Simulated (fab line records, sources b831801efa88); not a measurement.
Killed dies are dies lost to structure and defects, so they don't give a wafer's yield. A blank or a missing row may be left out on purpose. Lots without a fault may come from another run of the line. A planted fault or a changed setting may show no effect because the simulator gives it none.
Which tool did it? | flow gf180mcu | 15 lots, 45 wafers sampled, at 6 steps of a route of 602

WHAT THE GAUGES READ, wafer by wafer
GF_VT_IMPLANT_TW_MEAS_10. Usual: VT_IMPLANT_TW 565, standard deviation 4.
lot  | measured     | on            | VT_IMPLANT_TW | flag
L638 | day 5 09:16  | film_metro-03 | 569 569 565   |
L639 | day 5 21:00  | film_metro-04 | 556 558 561   |
L641 | day 6 07:11  | film_metro-04 | 566 565 564   |
L646 | day 7 15:11  | film_metro-03 | 572 571 565   |
L647 | day 7 21:53  | film_metro-01 | 30 30 30      | OFF
L648 | day 8 05:11  | film_metro-03 | 30 30 30      | OFF
L649 | day 8 09:18  | film_metro-04 | 30 30 30      | OFF
L650 | day 8 16:28  | film_metro-04 | 561 562 564   |
L651 | day 8 23:17  | film_metro-03 | 578 575 572   |
L655 | day 9 20:14  | film_metro-04 | 563 564 561   |
L658 | day 10 15:53 | film_metro-04 | 564 561 566   |
L657 | day 10 15:37 | film_metro-03 | 566 564 565   |
L659 | day 10 22:37 | film_metro-03 | 564 562 564   |
L660 | day 11 07:18 | film_metro-04 | 562 563 558   |
L661 | day 11 13:05 | film_metro-03 | 567 567 569   |

GF_V2_CD_MEAS_14: target cd 260 nm. Usual: cd_nm 259.8 nm, standard deviation 1.4.
lot  | measured     | on        | cd_nm (nm)        | flag
L638 | day 19 22:30 | cd_sem-02 | 257.4 257.7 258.7 |
L639 | day 20 14:14 | cd_sem-01 | 261.6 260.7 261.5 |
L641 | day 21 04:41 | cd_sem-01 | 260.5 259.8 259.1 |
L646 | day 23 05:23 | cd_sem-01 | 259.9 259.5 259.5 |
L647 | day 23 11:26 | cd_sem-02 | 262.7 261.8 261.1 |
L648 | day 24 02:08 | cd_sem-02 | 258.6 259.2 259.7 |
L649 | day 24 09:52 | cd_sem-02 | 260.2 258.8 259.8 |
L650 | day 24 17:38 | cd_sem-01 | 260.3 261.4 261.1 |
L651 | day 25 01:11 | cd_sem-01 | 258.5 259.0 260.3 |
L655 | day 26 08:08 | cd_sem-01 | 261.2 261.9 259.9 |
L658 | day 27 00:38 | cd_sem-01 | 258.4 258.5 257.8 |
L657 | day 26 19:35 | cd_sem-01 | 261.6 261.7 261.2 |
L659 | day 27 10:32 | cd_sem-02 | 260.0 261.2 260.6 |
L660 | day 27 18:59 | cd_sem-02 | 261.3 261.4 261.7 |
L661 | day 28 01:08 | cd_sem-02 | 260.7 262.0 262.3 |

GF_M3_RS_MEAS_05: measures by four-point-probe. Usual: M3_ALCU_RS 0.0697 ohm/sq, standard deviation 0.00072.
lot  | measured     | on            | M3_ALCU_RS (ohm/sq)  | flag
L638 | day 20 00:35 | film_metro-03 | 0.0694 0.0698 0.0694 |
L639 | day 20 16:25 | film_metro-03 | 0.0698 0.0694 0.0704 |
L641 | day 21 06:31 | film_metro-03 | 0.0708 0.0703 0.0696 |
L646 | day 23 07:28 | film_metro-04 | 0.0701 0.0701 0.0693 |
L647 | day 23 13:10 | film_metro-04 | 0.0684 0.0691 0.0696 |
L648 | day 24 04:55 | film_metro-04 | 0.0694 0.0701 0.0697 |
L649 | day 24 11:48 | film_metro-01 | 0.0705 0.0690 0.0693 |
L650 | day 24 19:28 | film_metro-03 | 0.0706 0.0698 0.0703 |
L651 | day 25 02:55 | film_metro-03 | 0.0700 0.0694 0.0706 |
L655 | day 26 09:53 | film_metro-03 | 0.0706 0.0704 0.0700 |
L658 | day 27 02:22 | film_metro-03 | 0.0692 0.0705 0.0689 |
L657 | day 26 21:19 | film_metro-03 | 0.0699 0.0695 0.0697 |
L659 | day 27 12:18 | film_metro-01 | 0.0698 0.0696 0.0688 |
L660 | day 27 20:44 | film_metro-04 | 0.0697 0.0704 0.0693 |
L661 | day 28 02:52 | film_metro-03 | 0.0689 0.0700 0.0699 |

WHICH TOOL RAN EACH LOT (tool, then ch and the chambers of the sampled wafers, then the start)
lot  | GF_MVPSD_STRIP_10                    | GF_VT_IMPLANT_STRIP_09               | GF_V2_CMP_26
L638 | plasma_asher-01 ch 0,1, day 4 18:45  | plasma_asher-02 ch 0,1, day 5 09:10  | cmp-01 ch 1,2, day 20 00:00
L639 | plasma_asher-01 ch 0,1, day 5 06:28  | plasma_asher-04 ch 0,1, day 5 20:54  | cmp-01 ch 1,2, day 20 15:53
L641 | plasma_asher-01 ch 0,1, day 5 15:34  | plasma_asher-03 ch 0,1, day 6 07:05  | cmp-01 ch 0,1,2, day 21 06:02
L646 | plasma_asher-03 ch 0,1, day 6 23:50  | plasma_asher-04 ch 0,1, day 7 15:02  | cmp-02 ch 2,3, day 23 06:56
L647 | plasma_asher-01 ch 0,1, day 7 06:32  | plasma_asher-02 ch 0,1, day 7 21:47  | cmp-02 ch 0,1,3, day 23 12:39
L648 | plasma_asher-02 ch 1, day 7 14:02    | plasma_asher-02 ch 0,1, day 8 05:05  | cmp-02 ch 0,1,3, day 24 04:23
L649 | plasma_asher-01 ch 0,1, day 7 17:31  | plasma_asher-02 ch 0,1, day 8 09:13  | cmp-02 ch 0,3, day 24 11:17
L650 | plasma_asher-01 ch 0,1, day 7 23:34  | plasma_asher-03 ch 0,1, day 8 16:22  | cmp-02 ch 2,3, day 24 18:56
L651 | plasma_asher-01 ch 0,1, day 8 06:29  | plasma_asher-02 ch 0,1, day 8 23:11  | cmp-01 ch 0,1,3, day 25 02:26
L655 | plasma_asher-03 ch 0,1, day 9 03:34  | plasma_asher-02 ch 0,1, day 9 20:08  | cmp-01 ch 0,2,3, day 26 09:26
L658 | plasma_asher-01 ch 0,1, day 9 21:23  | plasma_asher-02 ch 0,1, day 10 15:47 | cmp-01 ch 0,1,3, day 27 01:53
L657 | plasma_asher-02 ch 0,1, day 9 21:25  | plasma_asher-04 ch 0,1, day 10 15:32 | cmp-01 ch 0,3, day 26 20:45
L659 | plasma_asher-02 ch 0,1, day 10 04:02 | plasma_asher-03 ch 0,1, day 10 22:31 | cmp-02 ch 0,2,3, day 27 11:50
L660 | plasma_asher-03 ch 0,1, day 10 13:01 | plasma_asher-04 ch 0,1, day 11 07:11 | cmp-02 ch 0,1,2, day 27 20:11
L661 | plasma_asher-01 ch 0,1, day 10 18:08 | plasma_asher-04 ch 0,1, day 11 12:59 | cmp-01 ch 0,1,3, day 28 02:27
- GF_MVPSD_STRIP_10: strips in O2/N2.
- GF_VT_IMPLANT_STRIP_09: strips in O2/N2.
- GF_V2_CMP_26: polishes, stops on SiO2, t overpolish 15 s, target thk 0 nm.

WHAT THE TOOLS THEMSELVES READ (means of the sampled wafers that have a number; where no wafer has one, the mark that the record gives instead)
GF_MVPSD_STRIP_10. Usual: chamber_pressure_mTorr 1499.8 mTorr, standard deviation 1.5; drypump_motor_current_A 5.68 A, standard deviation 0.3; heater_power_w 344 W, standard deviation 23; oes_product_au 0.722 a.u., standard deviation 0.0044; strip_time_to_endpoint_s 37.27 s, standard deviation 0.11.
lot  | tool            | chamber_pressure_mTorr (mTorr) | drypump_motor_current_A (A) | heater_power_w (W) | oes_product_au (a.u.) | strip_time_to_endpoint_s (s) | flag
L638 | plasma_asher-01 | 1499.7                         | 5.62                        | 371                | 0.726                 | 37.45                        |
L639 | plasma_asher-01 | 1499.6                         | 5.45                        | 349                | 0.723                 | 37.27                        |
L641 | plasma_asher-01 | 1501.0                         | 5.62                        | 357                | 0.721                 | 37.26                        |
L646 | plasma_asher-03 | 1499.2                         | 5.57                        | 331                | 0.722                 | 37.36                        |
L647 | plasma_asher-01 | -                              | -                           | -                  | -                     | -                            | OFF
L648 | plasma_asher-02 | -                              | -                           | -                  | -                     | -                            | OFF
L649 | plasma_asher-01 | -                              | -                           | -                  | -                     | -                            | OFF
L650 | plasma_asher-01 | 1499.8                         | 5.62                        | 362                | 0.722                 | 37.22                        |
L651 | plasma_asher-01 | 1498.5                         | 5.46                        | 355                | 0.720                 | 37.26                        |
L655 | plasma_asher-03 | 1500.8                         | 5.71                        | 327                | 0.725                 | 37.17                        |
L658 | plasma_asher-01 | 1500.2                         | 5.45                        | 350                | 0.721                 | 37.12                        |
L657 | plasma_asher-02 | 1499.2                         | 6.02                        | 330                | 0.725                 | 37.27                        |
L659 | plasma_asher-02 | 1499.0                         | 6.09                        | 352                | 0.723                 | 37.17                        |
L660 | plasma_asher-03 | 1500.7                         | 5.72                        | 325                | 0.723                 | 37.21                        |
L661 | plasma_asher-01 | 1499.5                         | 5.44                        | 346                | 0.723                 | 37.17                        |

GF_VT_IMPLANT_STRIP_09. Usual: chamber_pressure_mTorr 1500.2 mTorr, standard deviation 1.3; drypump_motor_current_A 5.95 A, standard deviation 0.22; heater_power_w 350 W, standard deviation 28; oes_product_au 0.715 a.u., standard deviation 0.0048; strip_time_to_endpoint_s 12.63 s, standard deviation 0.034.
lot  | tool            | chamber_pressure_mTorr (mTorr) | drypump_motor_current_A (A) | heater_power_w (W) | oes_product_au (a.u.) | strip_time_to_endpoint_s (s) | flag
L638 | plasma_asher-02 | 1499.4                         | 6.04                        | 335                | 0.720                 | 12.61                        |
L639 | plasma_asher-04 | 1499.6                         | 6.07                        | 363                | 0.716                 | 12.61                        |
L641 | plasma_asher-03 | 1500.9                         | 5.73                        | 326                | 0.717                 | 12.58                        |
L646 | plasma_asher-04 | 1501.3                         | 6.05                        | 365                | 0.715                 | 12.63                        |
L647 | plasma_asher-02 | 1499.6                         | 6.09                        | 356                | 0.730                 | 57.62                        | OFF
L648 | plasma_asher-02 | 1501.6                         | 6.11                        | 357                | 0.731                 | 57.60                        | OFF
L649 | plasma_asher-02 | 1499.9                         | 6.12                        | 356                | 0.731                 | 57.39                        | OFF
L650 | plasma_asher-03 | 1500.7                         | 5.59                        | 323                | 0.718                 | 12.69                        |
L651 | plasma_asher-02 | 1500.2                         | 6.02                        | 333                | 0.713                 | 12.62                        |
L655 | plasma_asher-02 | 1500.6                         | 6.12                        | 350                | 0.715                 | 12.61                        |
L658 | plasma_asher-02 | 1500.7                         | 6.10                        | 357                | 0.717                 | 12.66                        |
L657 | plasma_asher-04 | 1499.9                         | 5.95                        | 373                | 0.713                 | 12.59                        |
L659 | plasma_asher-03 | 1499.9                         | 5.57                        | 321                | 0.718                 | 12.65                        |
L660 | plasma_asher-04 | 1499.4                         | 6.04                        | 364                | 0.712                 | 12.69                        |
L661 | plasma_asher-04 | 1500.5                         | 5.93                        | 367                | 0.716                 | 12.62                        |

GF_V2_CMP_26. Usual: motor_current_A 10.9 A, standard deviation 1.1; overpolish_run_s 15.000 s, standard deviation 0.0093; time_to_endpoint_s 84 s, standard deviation 3.3.
lot  | tool   | motor_current_A (A) | overpolish_run_s (s) | time_to_endpoint_s (s) | flag
L638 | cmp-01 | 11.6                | 14.998               | 86                     |
L639 | cmp-01 | 11.2                | 14.998               | 85                     |
L641 | cmp-01 | 10.5                | 14.999               | 89                     |
L646 | cmp-02 | 11.2                | 14.995               | 87                     |
L647 | cmp-02 | 11.0                | 14.992               | 84                     |
L648 | cmp-02 | 11.1                | 14.998               | 83                     |
L649 | cmp-02 | 11.8                | 15.000               | 82                     |
L650 | cmp-02 | 10.3                | 15.000               | 86                     |
L651 | cmp-01 | 10.8                | 14.998               | 88                     |
L655 | cmp-01 | 10.2                | 15.003               | 85                     |
L658 | cmp-01 | 10.9                | 15.002               | 80                     |
L657 | cmp-01 | 9.9                 | 14.999               | 82                     |
L659 | cmp-02 | 11.7                | 15.006               | 84                     |
L660 | cmp-02 | 11.3                | 14.997               | 88                     |
L661 | cmp-01 | 10.7                | 15.001               | 85                     |

THE ANSWER, worked out from the rows above alone
Rule: a lot is off if the mean of its wafers that have a number lies more than 3 standard deviations from the usual mean. A lot without any number at a reading at which 4 lots or more have one is off too. The other lots that the step has rows for count as sound. The gauges are gone through in route order, then the tools' own readings, and for those a lot's mean is taken as printed above. The first step at which some lot is off is used, and at that step the reading that is off furthest; a lot without a number counts as furthest.
Off: L647, L648, L649, at GF_VT_IMPLANT_TW_MEAS_10 (VT_IMPLANT_TW).
A tool fits if, at a process step before that reading, it ran every lot that is off, and no sound lot after the first of them. The gauges at GF_VT_IMPLANT_TW_MEAS_10 aren't tried: what is off there is off at GF_MVPSD_STRIP_10 too, on other tools, and a gauge's error can't cause that. None of those tried fits.

WHAT THE SIMULATOR HAD PUT IN
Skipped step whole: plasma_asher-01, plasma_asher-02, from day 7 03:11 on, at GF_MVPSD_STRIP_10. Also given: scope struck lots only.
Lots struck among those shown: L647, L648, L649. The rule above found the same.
